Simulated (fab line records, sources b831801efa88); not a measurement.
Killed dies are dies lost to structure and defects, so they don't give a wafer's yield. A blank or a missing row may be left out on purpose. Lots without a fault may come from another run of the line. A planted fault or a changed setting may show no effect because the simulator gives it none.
Which tool did it? | flow sky130 | 12 lots, 36 wafers sampled, at 4 steps of a route of 708

WHAT THE GAUGES READ, wafer by wafer
SKY_SD_N_OVL_MEAS_08. Usual: SD_N_OVL -1.8 nm, standard deviation 1.3.
lot  | measured     | on         | SD_N_OVL (nm)  | flag
L510 | day 27 11:34 | overlay-01 | -0.8 -2.7 -2.5 |
L512 | day 28 17:11 | overlay-02 | -2.8 -2.1 -5.3 |
L514 | day 29 07:32 | overlay-02 | 0.5 -1.4 -0.6  |
L516 | day 30 03:02 | overlay-02 | -3.6 -2.6 -2.7 |
L519 | day 31 00:43 | overlay-01 | -0.9 -3.7 -2.3 |
L520 | day 31 18:42 | overlay-02 | -1.0 -0.2 -0.7 |
L521 | day 31 21:02 | overlay-02 | -2.9 -1.5 -1.4 |
L522 | day 32 05:04 | overlay-02 | -2.9 -0.3 -0.1 |
L528 | day 34 01:52 | overlay-01 | -1.9 -2.6 -2.1 |
L533 | day 35 08:37 | overlay-02 | -2.0 -1.7 -1.0 |

WHICH TOOL RAN EACH LOT (tool, then ch and the chambers of the sampled wafers, then the start)
lot  | SKY_LDD_LDN_STRIP_12                 | SKY_POLY_CUT_ETCH_11               | SKY_SD_N_SOFTBAKE_03
L510 | plasma_asher-01 ch 0,1, day 22 11:52 | rie_diel-04 ch 0,1,3, day 23 20:46 | litho_track-03 ch 0, day 26 21:12
L512 | plasma_asher-02 ch 0,1, day 23 20:23 | rie_diel-04 ch 0,1,2, day 25 03:58 | litho_track-03 ch 0, day 28 03:00
L514 | plasma_asher-01 ch 0,1, day 24 10:46 | rie_diel-01 ch 1,2, day 25 17:15   | litho_track-04 ch 0, day 28 16:40
L516 | plasma_asher-01 ch 0,1, day 25 06:06 | rie_diel-02 ch 2,3, day 26 13:19   | litho_track-01 ch 0, day 29 12:55
L519 | plasma_asher-03 ch 0,1, day 26 02:29 | rie_diel-01 ch 1,2, day 27 10:43   | litho_track-01 ch 0, day 30 10:22
L520 | plasma_asher-02 ch 0,1, day 26 23:55 | rie_diel-04 ch 1,2, day 28 05:34   | litho_track-01 ch 0, day 31 05:20
L521 | plasma_asher-03 ch 0,1, day 27 02:28 | rie_diel-04 ch 1,2,3, day 28 08:31 | litho_track-03 ch 0, day 31 06:57
L522 | plasma_asher-02 ch 0,1, day 27 10:43 | rie_diel-04 ch 0,1, day 28 16:43   | litho_track-03 ch 0, day 31 14:59
L528 | plasma_asher-02 ch 0,1, day 29 10:04 | rie_diel-02 ch 1,3, day 30 15:55   | litho_track-04 ch 0, day 33 12:28
L531 | plasma_asher-03 ch 0,1, day 30 01:55 | rie_diel-01 ch 0,1,3, day 31 07:04 | -
L532 | plasma_asher-01 ch 0,1, day 30 13:09 | rie_diel-04 ch 1,2,3, day 31 17:49 | -
L533 | plasma_asher-02 ch 0,1, day 30 18:24 | rie_diel-02 ch 0,1,2, day 32 00:28 | litho_track-03 ch 0, day 34 19:45
- SKY_LDD_LDN_STRIP_12: strips in O2/N2.
- SKY_POLY_CUT_ETCH_11: etches Si3N4 in CF4/CH2F2/Ar, stops on poly-Si, time 42.5 s, target depth 60 nm.
- SKY_SD_N_SOFTBAKE_03: time 61.49 s.

WHAT THE TOOLS THEMSELVES READ (means of the sampled wafers that have a number; where no wafer has one, the mark that the record gives instead)
SKY_LDD_LDN_STRIP_12. Usual: drypump_motor_current_A 5.52 A, standard deviation 0.27; n2_flow_sccm 300.0 sccm, standard deviation 0.84; oes_product_au 0.715 a.u., standard deviation 0.0048; strip_time_to_endpoint_s 14.21 s, standard deviation 0.045.
lot  | tool            | drypump_motor_current_A (A) | n2_flow_sccm (sccm) | oes_product_au (a.u.) | strip_time_to_endpoint_s (s) | flag
L510 | plasma_asher-01 | 5.66                        | 300.6               | 0.712                 | 14.22                        |
L512 | plasma_asher-02 | 5.51                        | 300.1               | 0.714                 | 14.17                        |
L514 | plasma_asher-01 | 5.69                        | 300.3               | 0.712                 | 14.17                        |
L516 | plasma_asher-01 | 5.68                        | 300.3               | 0.714                 | 14.21                        |
L519 | plasma_asher-03 | 5.33                        | 299.8               | 0.710                 | 14.21                        |
L520 | plasma_asher-02 | 5.37                        | 300.1               | 0.718                 | 14.25                        |
L521 | plasma_asher-03 | 5.34                        | 299.6               | 0.716                 | 14.22                        |
L522 | plasma_asher-02 | 5.36                        | 299.1               | 0.718                 | 14.15                        |
L528 | plasma_asher-02 | 5.39                        | 298.7               | 0.714                 | 14.27                        |
L531 | plasma_asher-03 | 5.33                        | 300.1               | 0.715                 | 14.23                        |
L532 | plasma_asher-01 | 5.69                        | 299.5               | 0.715                 | 14.23                        |
L533 | plasma_asher-02 | 5.38                        | 300.2               | 0.717                 | 14.20                        |

SKY_POLY_CUT_ETCH_11. Usual: bias_w 150.0 W, standard deviation 0.45; cf4_flow_sccm 40.01 sccm, standard deviation 0.12; drypump_motor_current_A 5.9 A, standard deviation 0.4; oes_product_au 0.831 a.u., standard deviation 0.0062; throttle_valve_pct 14.994 %, standard deviation 0.0097.
lot  | tool        | bias_w (W) | cf4_flow_sccm (sccm) | drypump_motor_current_A (A) | oes_product_au (a.u.) | throttle_valve_pct (%) | flag
L510 | rie_diel-04 | 150.0      | 40.09                | 5.9                         | 0.824                 | 14.998                 |
L512 | rie_diel-04 | 150.1      | 40.02                | 6.2                         | 0.834                 | 14.990                 |
L514 | rie_diel-01 | 150.6      | 40.00                | 6.4                         | 0.832                 | 14.998                 |
L516 | rie_diel-02 | 150.0      | 39.98                | 5.7                         | 0.831                 | 15.003                 |
L519 | rie_diel-01 | 150.1      | 39.99                | 6.2                         | 0.830                 | 14.983                 |
L520 | rie_diel-04 | 150.1      | 39.84                | 6.4                         | 0.829                 | 14.990                 |
L521 | rie_diel-04 | 150.0      | 40.07                | 6.2                         | 0.832                 | 14.998                 |
L522 | rie_diel-04 | 150.0      | 39.97                | 6.3                         | 0.836                 | 14.994                 |
L528 | rie_diel-02 | 149.7      | 40.11                | 5.9                         | 0.831                 | 15.000                 |
L531 | rie_diel-01 | -          | -                    | -                           | -                     | -                      | OFF
L532 | rie_diel-04 | -          | -                    | -                           | -                     | -                      | OFF
L533 | rie_diel-02 | 150.4      | 39.97                | 5.7                         | 0.831                 | 14.987                 |

SKY_SD_N_SOFTBAKE_03. Usual: plate_sensor_t_centre_C 90.758 C, standard deviation 0.011; plate_sensor_t_edge_C 90.828 C, standard deviation 0.0092.
lot  | tool           | plate_sensor_t_centre_C (C) | plate_sensor_t_edge_C (C) | flag
L510 | litho_track-03 | 90.758                      | 90.821                    |
L512 | litho_track-03 | 90.766                      | 90.828                    |
L514 | litho_track-04 | 90.761                      | 90.834                    |
L516 | litho_track-01 | 90.761                      | 90.833                    |
L519 | litho_track-01 | 90.753                      | 90.823                    |
L520 | litho_track-01 | 90.756                      | 90.835                    |
L521 | litho_track-03 | 90.749                      | 90.828                    |
L522 | litho_track-03 | 90.758                      | 90.823                    |
L528 | litho_track-04 | 90.768                      | 90.825                    |
L533 | litho_track-03 | 90.752                      | 90.832                    |

THE ANSWER, worked out from the rows above alone
Rule: a lot is off if the mean of its wafers that have a number lies more than 3 standard deviations from the usual mean. A lot without any number at a reading at which 4 lots or more have one is off too. The other lots that the step has rows for count as sound. The gauges are gone through in route order, then the tools' own readings, and for those a lot's mean is taken as printed above. The first step at which some lot is off is used, and at that step the reading that is off furthest; a lot without a number counts as furthest.
Off: L531, L532, at SKY_POLY_CUT_ETCH_11 (bias_w). Without a number there: L531, L532.
A tool fits if, at that step or a process step before it, it ran every lot that is off, and no sound lot after the first of them. None of those tried fits.

WHAT THE SIMULATOR HAD PUT IN
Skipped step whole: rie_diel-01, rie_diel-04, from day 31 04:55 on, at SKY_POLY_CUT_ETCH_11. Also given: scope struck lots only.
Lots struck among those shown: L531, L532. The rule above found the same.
